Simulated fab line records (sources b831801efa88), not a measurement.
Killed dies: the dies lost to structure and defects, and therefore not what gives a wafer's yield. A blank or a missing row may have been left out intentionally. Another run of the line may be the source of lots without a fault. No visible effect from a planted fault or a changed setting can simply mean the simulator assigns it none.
fab line records | flow sky130
record lots=14 wafers=39 last-day=50
route steps=708 shown FIELD_ISO@5 PWDE@51 NWELL@67 CONTACT@409
lots that met no fault: from a run of the same line without faults
start-h: start of the lot's first displayed wafer, in hours after the record's first day | wait-h: hours elapsed since this lot's preceding step | " identical to the entry in the row above | L1.1+2: one row covering several wafers at once | - no value, or no start given | * or withheld: withheld | < > ~ a bound
route shown NAME@n: a module of which the file shows steps, and the number in the route of the first | usual: the fault-free wafers' mean and standard deviation | same: alike in all rows | chamber/n: place in a boat | sites: each site's reading | _std_site: the standard deviation of these | _edge_site: mean of outer sites minus mean of inner sites | radius-mm: how far each site lies from the wafer's centre | mask NAME#n: copy n | behind: the tool/chamber that last shaped the wafer | hold: the reason the lot was held/the length of the hold in hours/how it ended | device: the n, p or np transistor that did not switch | end of line: the tests these same wafers got at the end of their route | for a step that has no rows: nothing shown but its recipe | killed: at the first sort, the dies lost to defects and structure; wafer yield is something else | map: a wafer's dies, x killed, . not, _ none there
set.NAME: the setting as run; set.NAME@STEP: as run at that earlier step | model.NAME: the simulator's own value behind a step, which no gauge read
a sample of lots followed through the steps of the route, with each step as a table and each wafer as a row
services: when a tool's chamber went out of use (start-h, in hours from the record's first day, below 0 if earlier), for how many hours, and the reason
## steps
# step SKY_FIELD_ISO_THK_MEAS_04
# recipe reads=Si3N4_of_FIELD_ISO_CVD_03
# usual FIELD_ISO_CVD_03_THK=164.4/1.7
# columns lot.wafer tool chamber start-h wait-h FIELD_ISO_CVD_03_THK[nm]
L451.4 film-metro-03 - 16.91 0.0 163.1
L451.5 " - " " 161.7
L451.6 " - " " 163.3
L453.1 film-metro-01 - 24.98 0.0 165.5
L453.4 " - " " 167.3
L453.5 " - " " 167.0
L457.5 film-metro-01 - 44.89 0.0 166.6
L457.6 " - " " 168.8
L459.3 film-metro-01 - 54.14 0.0 165.6
L459.6 " - " " 164.9
L462.3 film-metro-03 - 73.14 0.0 166.0
L462.5 " - " " 163.9
L463.1 film-metro-01 - 76.26 0.0 163.5
L463.2 " - " " 164.1
L463.6 " - " " 163.3
L465.1 film-metro-03 - 86.91 0.0 164.0
L465.3 " - " " 163.1
L465.5 " - " " 162.3
L467.2 film-metro-03 - 93.57 0.0 163.6
L467.4 " - " " 165.5
L467.6 " - " " 164.8
L468.1 film-metro-01 - 100.11 0.0 161.6
L468.2 " - " " 162.1
L468.3 " - " " 162.2
L469.3 film-metro-02 - 104.99 0.0 163.4
L469.4 " - " " 163.6
L469.5 " - " " 162.2
L470.1 film-metro-01 - 110.37 0.0 165.6
L470.4 " - " " 164.9
L470.6 " - " " 164.3
L472.4 film-metro-01 - 118.70 0.0 162.6
L472.5 " - " " 163.2
L472.6 " - " " 162.0
L473.1 film-metro-02 - 126.37 0.0 165.4
L473.4 " - " " 165.3
L473.6 " - " " 163.2
L474.1 film-metro-03 - 129.73 0.0 164.0
L474.2 " - " " 161.3
L474.4 " - " " 163.3
# step SKY_FIELD_ISO_ETCH_14
# recipe chemistry=N2/H2 target=BARC ion-energy-ev=200 source-w=500 bias-w=100 pressure-mtorr=30 n2-flow-sccm=100 h2-flow-sccm=200 stop-on=SiO2 time-s=45.9 target-depth-a=600
# usual drypump-motor-current-A=5.7/0.49 oes-product-au=0.854/0.0049 throttle-valve-pct=13.224/0.0083
# columns lot.wafer tool chamber start-h wait-h drypump-motor-current-A oes-product-au rf-hours-counter-h throttle-valve-pct
L451.4 rie-diel-03 1 31.10 0.0 6.5 0.850 139 13.227
L451.5 " 1 " " 6.5 0.853 - 13.230
L451.6 " 0 " " 5.4 0.850 - 13.221
L453.1 rie-diel-04 2 40.40 0.1 5.7 0.855 127 13.235
L453.4 " 3 " " 6.5 0.857 5 13.230
L453.5 " 2 " " 5.6 0.850 - 13.225
L457.5 rie-diel-04 0 61.41 0.0 5.5 0.844 - 13.230
L457.6 " 1 " " 5.1 0.850 - 13.198
L459.3 rie-diel-04 1 70.95 0.1 5.1 0.845 153 13.223
L459.6 " 3 " " 6.5 0.862 - 13.226
L462.3 rie-diel-02 3 89.65 0.1 5.2 0.859 58 13.223
L462.5 " 2 " " 6.5 0.865 - 13.225
L463.1 rie-diel-04 2 92.82 0.1 5.6 0.860 128 13.211
L463.2 " 1 " " 5.2 0.858 154 13.224
L463.6 " 2 " " 5.6 0.849 - 13.218
L465.1 rie-diel-02 1 104.57 0.1 5.6 0.853 5 13.228
L465.3 " 2 " " 6.5 0.855 27 13.225
L465.5 " 1 " " 5.6 0.854 - 13.201
L467.2 rie-diel-02 3 111.15 0.1 5.2 0.855 59 13.223
L467.4 " 1 " " 5.6 0.853 5 13.238
L467.6 " 1 " " 5.6 0.851 - 13.237
L468.1 rie-diel-03 3 119.39 0.1 5.3 0.848 59 13.227
L468.2 " 2 " " 5.9 0.854 83 13.219
L468.3 " 0 " " 5.4 0.856 68 13.224
L469.3 rie-diel-02 0 123.39 0.1 5.5 0.846 67 13.219
L469.4 " 3 " " 5.2 0.855 59 13.224
L469.5 " 1 " " 5.6 0.841 - 13.223
L470.1 rie-diel-03 1 129.94 0.1 6.4 0.850 140 13.222
L470.4 " 3 " " 5.2 0.845 59 13.218
L470.6 " 0 " " 5.3 0.857 - 13.229
L472.4 rie-diel-02 2 137.17 0.0 6.5 0.851 28 13.225
L472.5 " 2 " " 6.5 0.849 - 13.207
L472.6 " 3 " " 5.2 0.860 - 13.232
L473.1 rie-diel-04 1 144.77 0.1 5.2 0.859 155 13.208
L473.4 " 2 " " 5.6 0.853 130 13.234
L473.6 " 3 " " 6.5 0.853 - 13.228
L474.1 rie-diel-03 2 148.44 0.1 5.8 0.860 83 13.229
L474.2 " 0 " " 5.3 0.858 68 13.216
L474.4 " 3 " " 5.2 0.859 59 13.221
# step SKY_PWDE_DEVELOP_06
# recipe wall-angle-deg=90 developer=TMAH develop-time-s=60 dev-temp-c=23
# columns lot.wafer tool chamber start-h wait-h
L451.4+5+6 litho-track-03 0 71 -
L453.1+4+5 litho-track-04 0 80 -
L457.5+6 litho-track-04 0 112 -
L459.3+6 litho-track-04 0 121 -
L462.3+5 litho-track-04 0 132 -
L463.1+2+6 litho-track-03 0 136 -
L465.1+3+5 litho-track-03 0 150 -
L467.2+4+6 litho-track-01 0 156 -
L468.1+2+3 litho-track-01 0 169 -
L470.1+4+6 litho-track-01 0 178 -
L469.3+4+5 litho-track-03 0 178 -
L472.4+5+6 litho-track-01 0 184 -
L473.1+4+6 litho-track-04 0 194 -
L474.1+2+4 litho-track-04 0 199 -
# step SKY_PWDE_OVL_MEAS_07
# usual PWDE_OVL=0.1/1.5
# columns lot.wafer tool chamber start-h wait-h PWDE_OVL[nm]
L451.4 overlay-01 - 71.39 - 0.4
L451.5 " - " " 0.8
L451.6 " - " " 0.5
L453.1 overlay-01 - 80.45 - -1.6
L453.4 " - " " -2.5
L453.5 " - " " 0.3
L457.5 overlay-01 - 112.23 - -
L457.6 " - " " 0.9
L459.3 overlay-01 - 121.22 - -
L459.6 " - " " 0.6
L462.3 overlay-02 - 132.32 - -
L462.5 " - " " -
L463.1 overlay-01 - 136.72 - 1.2
L463.2 " - " " 0.3
L463.6 " - " " -0.7
L465.1 overlay-01 - 150.17 - 0.4
L465.3 " - " " 2.5
L465.5 " - " " 1.3
L467.2 overlay-02 - 156.94 - 0.6
L467.4 " - " " -1.3
L467.6 " - " " -2.4
L468.1 overlay-02 - 169.73 - -0.3
L468.2 " - " " 0.2
L468.3 " - " " 0.7
L470.1 overlay-01 - 178.73 - -0.8
L470.4 " - " " -0.1
L470.6 " - " " 3.2
L469.3 overlay-01 - 178.93 - 0.0
L469.4 " - " " 2.1
L469.5 " - " " -0.5
L472.4 overlay-02 - 184.70 - 2.6
L472.5 " - " " 2.5
L472.6 " - " " -0.5
L473.1 overlay-01 - 194.20 - -0.6
L473.4 " - " " -0.9
L473.6 " - " " -0.4
L474.1 overlay-02 - 199.60 - -1.2
L474.2 " - " " -1.2
L474.4 " - " " -2.1
# step SKY_NWELL_STRIP_14
# recipe chemistry=O2/N2 power-w=1400 pressure-mtorr=1500 platen-temp-c=withheld o2-flow-sccm=3000 n2-flow-sccm=300 overash-fraction=0.5
# usual drypump-motor-current-A=5.4/0.41 oes-product-au=0.722/0.0048 strip-time-to-endpoint-s=36.89/0.11
# columns lot.wafer tool chamber start-h wait-h drypump-motor-current-A oes-product-au rf-hours-counter-h strip-time-to-endpoint-s
L451.4 plasma-asher-02 0 88.24 0.1 5.8 0.712 - 37.06
L451.5 " 0 " " 5.8 0.722 - 37.06
L451.6 " 1 " " 4.7 0.719 - 37.11
L453.1 plasma-asher-02 0 98.00 0.1 5.8 0.725 28 36.86
L453.4 " 0 " " 5.8 0.726 - 37.01
L453.5 " 1 " " 4.7 0.724 - 36.86
L457.5 plasma-asher-02 0 132.02 0.1 5.8 0.722 - 37.05
L457.6 " 1 " " 4.7 0.732 - 36.94
L459.3 plasma-asher-02 0 140.74 0.1 5.8 0.719 - 36.89
L459.6 " 1 " " 4.7 0.726 - 36.81
L462.3 plasma-asher-01 1 152.19 0.1 5.5 0.722 - 36.68
L462.5 " 1 " " 5.5 0.718 - 36.75
L463.1 plasma-asher-04 1 156.86 0.1 5.4 0.719 4 36.88
L463.2 " 0 " " 5.8 0.730 4 36.83
L463.6 " 1 " " 5.3 0.730 - 36.98
L465.1 plasma-asher-01 0 171.31 0.1 5.6 0.724 48 36.94
L465.3 " 0 " " 5.6 0.722 - 36.87
L465.5 " 1 " " 5.5 0.714 - 36.96
L467.2 plasma-asher-02 0 178.11 0.1 5.8 0.719 36 37.03
L467.4 " 1 " " 4.7 0.720 - 37.09
L467.6 " 0 " " 5.8 0.720 - 36.94
L468.1 plasma-asher-02 0 191.15 0.1 5.8 0.731 38 36.87
L468.2 " 1 " " 4.8 0.725 38 36.82
L468.3 " 1 " " 4.8 0.724 - 36.84
L470.1 plasma-asher-04 1 200.06 0.1 5.3 0.725 9 36.86
L470.4 " 0 " " 5.8 0.719 - 36.88
L470.6 " 1 " " 5.4 0.719 - 36.84
L469.3 plasma-asher-02 0 200.77 0.1 5.8 0.721 - 36.81
L469.4 " 1 " " 4.7 0.726 - 36.88
L469.5 " 0 " " 5.8 0.723 - 36.78
L472.4 plasma-asher-02 1 206.57 0.1 4.8 0.721 - 37.07
L472.5 " 0 " " 5.8 0.716 - 36.99
L472.6 " 1 " " 4.7 0.731 - 37.05
L473.1 plasma-asher-01 1 216.74 0.1 5.5 0.723 53 36.89
L473.4 " 0 " " 5.6 0.729 - 36.78
L473.6 " 1 " " 5.5 0.717 - 36.89
L474.1 plasma-asher-01 1 222.21 0.1 5.5 0.728 53 36.69
L474.2 " 0 " " 5.5 0.727 53 36.83
L474.4 " 1 " " 5.5 0.710 - 36.81
# step SKY_CONTACT_THK_MEAS_03
# recipe reads=SiO2_of_CONTACT_HDPCVD_02
# usual CONTACT_HDPCVD_THK=567/5.7
# columns lot.wafer tool chamber start-h wait-h hold CONTACT_HDPCVD_THK[nm]
L451.4 film-metro-01 - 707.90 0.0 - 564
L451.5 " - " " - 559
L451.6 " - " " - 563
L453.1 film-metro-02 - 720.90 0.0 - 564
L453.4 " - " " - 560
L453.5 " - " " - 568
L457.5 film-metro-02 - 777.52 0.0 await-dispo/0.2h/release 559
L457.6 " - " " await-dispo/0.2h/release 568
L457.5 film-metro-02 - 777.74 0.2 - 559
L457.6 " - " " - 567
L459.3 film-metro-01 - 782.37 0.1 await-dispo/0.2h/release 567
L459.6 " - " " await-dispo/0.2h/release 564
L459.3 film-metro-01 - 782.59 0.2 - 567
L459.6 " - " " - 563
L462.3 film-metro-01 - 795.68 0.1 - 568
L462.5 " - " " - 566
L463.1 film-metro-03 - 808.22 0.0 - 569
L463.2 " - " " - 570
L463.6 " - " " - 562
L465.1 film-metro-01 - 822.60 0.0 - 566
L465.3 " - " " - 578
L465.5 " - " " - 573
L467.2 film-metro-01 - 833.19 0.0 - 559
L467.4 " - " " - 560
L467.6 " - " " - 559
L468.1 film-metro-02 - 851.78 0.0 - 565
L468.2 " - " " - 567
L468.3 " - " " - 560
L470.1 film-metro-03 - 859.16 0.0 - 570
L470.4 " - " " - 562
L470.6 " - " " - 566
L469.3 film-metro-01 - 862.38 0.1 - 576
L469.4 " - " " - 575
L469.5 " - " " - 576
L472.4 film-metro-02 - 868.31 0.0 - 563
L472.5 " - " " - 567
L472.6 " - " " - 567
L473.1 film-metro-03 - 876.72 0.0 - 565
L473.4 " - " " - 568
L473.6 " - " " - 563
L474.1 film-metro-02 - 881.51 0.0 - 569
L474.2 " - " " - 564
L474.4 " - " " - 569
## services
# columns tool chamber start-h hours kind
rie-diel-04 - 49.12 0.7 repair
rie-diel-04 2 89.24 1.2 repair
rie-diel-03 1 95.32 4.2 repair
rie-diel-04 - 105.37 0.5 repair
plasma-asher-04 - 108.75 9.0 pm
plasma-asher-04 0 108.75 9.0 vent-cycle
plasma-asher-04 1 108.75 9.0 vent-cycle
plasma-asher-04 - 127.10 0.7 repair
rie-diel-02 3 138.93 6.3 repair
rie-diel-03 1 148.55 5.0 repair
rie-diel-04 1 155.84 - clean
rie-diel-04 1 155.84 22.1 scheduled-down
rie-diel-04 1 155.84 22.1 vent-cycle
plasma-asher-02 - 168.05 1.7 repair
plasma-asher-02 - 178.86 1.6 repair
rie-diel-02 3 180.98 5.5 repair
rie-diel-02 - 185.37 2.8 pm
rie-diel-04 3 195.73 3.4 repair
rie-diel-03 1 213.34 - clean
rie-diel-03 1 213.34 27.8 scheduled-down
rie-diel-03 1 213.34 27.8 vent-cycle
rie-diel-04 0 213.59 - clean
rie-diel-04 0 213.59 16.8 scheduled-down
rie-diel-04 0 213.59 16.8 vent-cycle
## key
first-sign step=SKY_PWDE_OVL_MEAS_07 reading=PWDE_OVL direction=missing
effect none on later readings
met-at SKY_PWDE_DEVELOP_06
struck-lots L457,L459,L462
struck-wafers L457.5,L459.3,L462.3,L462.5
sort-left-out L457.5,L459.3,L462.3,L462.5
tester-left-out L457,L459,L462
not-acting-at SKY_FIELD_ISO_THK_MEAS_04,SKY_FIELD_ISO_ETCH_14,SKY_NWELL_STRIP_14
onset-between 80 112
fault kind=process-parameter-drift tool=litho-track-04 chamber=- onset-h=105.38 steps=SKY_PWDE_DEVELOP_06 channel=develop-time-s offset=* shape=step end-h=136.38 scope=struck-wafers-only acts-in=* stated=*
# tester-left-out: of these lots the tester's yield and bins aren't shown, on N5 and GAA mostly nor the transistor test; their killed dies are dies lost to structure and defects alone, not to doping, threshold or leakage, so they don't give the yield
# sort-left-out: the simulated sort isn't trusted on such a fault, so these wafers' sort isn't shown, and their yield isn't known
